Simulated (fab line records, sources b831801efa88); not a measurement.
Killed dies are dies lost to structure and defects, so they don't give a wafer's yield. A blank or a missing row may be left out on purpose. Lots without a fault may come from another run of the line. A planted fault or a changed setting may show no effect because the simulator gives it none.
A struck lot beside a sound one | flow sky130 | 25 steps out of a route of 708
Sound: wafers L399.1, L399.4, L399.5. Struck: wafers L406.1, L406.2, L406.3. The cause comes at the end.
At each step with rows: each side's tool, then ch and its chambers, then its first start. Under that, the readings that differ: sound wafers | struck wafers | difference of the means | sigmas: that difference in standard deviations of wafers without a fault.
alike: readings whose means differ by less than 2 such deviations, and words and numbers that are the same on both sides. not compared: withheld readings, readings that some wafer has no value for, bounds like >300 that may hide the same value, and numbers for which the record gives no deviation and whose values overlap.
The two part at a step that has a row with sigmas, a row that says differs or no value, or rows on one side only. Numbers that don't overlap but have no deviation are shown without sigmas and don't part them. A reading that every wafer of one side lacks parts them only if that side has two wafers or more.

SKY_POLY_CUT_ETCH_11: etches Si3N4 in CF4/CH2F2/Ar, stops on poly-Si, time 42.5 s, target depth 60 nm.
  sound on rie_diel-01 ch 0,2,3, day 25 16:17; struck on rie_diel-04 ch 1,2,3, day 28 01:56
  alike: drypump_motor_current_A, oes_product_au, throttle_valve_pct
  not compared: rf_hours_counter_h
SKY_POLY_CUT_STRIP_12: strips in O2/N2.
  sound on plasma_asher-01 ch 0, day 25 16:20; struck on plasma_asher-03 ch 0,1, day 28 01:59
  alike: drypump_motor_current_A, oes_product_au, strip_time_to_endpoint_s
  not compared: rf_hours_counter_h
then, 7 steps without rows for these wafers: SKY_SD_P_DEHYDRATE_00 (time 60 s); SKY_SD_P_HMDS_01 (prime time 60 s); SKY_SD_P_COAT_02 (resist thk 1140 nm); SKY_SD_P_SOFTBAKE_03 (time 60 s); SKY_SD_P_EXPOSE_04 (exposes mask PSDM, target cd 380 nm); SKY_SD_P_PEB_05; SKY_SD_P_DEVELOP_06 (develop time 60 s).
SKY_SD_P_CD_MEAS_07: target cd 380 nm.
  sound on cd_sem-02, day 26 20:59; struck on cd_sem-02, day 29 06:11
  alike: cd_nm
SKY_SD_P_OVL_MEAS_08:
  sound on overlay-02, day 26 21:07; struck on overlay-02, day 29 06:19
  alike: SD_P_OVL
then, 1 step without rows for these wafers: SKY_SD_P_IMPLANT_09.
SKY_SD_P_STRIP_10: strips in O2/N2.
  sound on plasma_asher-04 ch 0,1, day 26 21:18; struck on plasma_asher-04 ch 0,1, day 29 06:30
  reading                                   | sound             | struck            | difference                    | sigmas
  oes_product_au (a.u.)                     | 0.619 0.620 0.616 | 0.795 0.795 0.782 | +0.172                        | +36
  strip_time_to_endpoint_s (s)              | 17.57 17.51 17.55 | - - -             | no value on the struck wafers |
  model.NOVOLAK_of_SD_P_COAT_02.thk_nm (nm) | 0 0 0             | 149.2 149.1 149.1 | +149.1                        |
  alike: drypump_motor_current_A
  not compared: rf_hours_counter_h
SKY_SD_P_TW_MEAS_11:
  sound on film_metro-04, day 26 21:24; struck on film_metro-02, day 29 06:36
  alike: SD_P_TW
then, 8 steps without rows for these wafers: SKY_RES_XHIGH_DEHYDRATE_00 (time 60 s); SKY_RES_XHIGH_HMDS_01 (prime time 60 s); SKY_RES_XHIGH_COAT_02 (resist thk 1140 nm); SKY_RES_XHIGH_SOFTBAKE_03 (time 60 s); SKY_RES_XHIGH_EXPOSE_04 (exposes mask URPM, target cd 1270 nm); SKY_RES_XHIGH_PEB_05; SKY_RES_XHIGH_DEVELOP_06 (develop time 60 s); SKY_RES_XHIGH_IMPLANT_07.
SKY_RES_XHIGH_STRIP_08: strips in O2/N2.
  sound on plasma_asher-01 ch 0, day 28 02:14; struck on plasma_asher-03 ch 0,1, day 30 10:20
  reading                      | sound             | struck            | difference | sigmas
  strip_time_to_endpoint_s (s) | 14.33 14.33 14.34 | 16.57 16.55 16.56 | +2.23      | +67
  alike: drypump_motor_current_A, oes_product_au
  not compared: rf_hours_counter_h
SKY_RES_XHIGH_TW_MEAS_09:
  sound on film_metro-01, day 28 02:20; struck on film_metro-02, day 30 10:26
  reading      | sound          | struck   | difference | sigmas
  RES_XHIGH_TW | 1634 1635 1625 | 30 30 30 | -1601      | -99 or more
then, 1 step without rows for these wafers: SKY_SD_N_DEHYDRATE_00 (time 60 s).

WHERE THEY PART
First at SKY_SD_P_STRIP_10; last, within this record, at SKY_RES_XHIGH_TW_MEAS_09.

WHY: what the simulator had put in
Strip aborted: plasma_asher-04, from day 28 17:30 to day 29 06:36, at SKY_SD_P_STRIP_10. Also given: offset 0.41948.
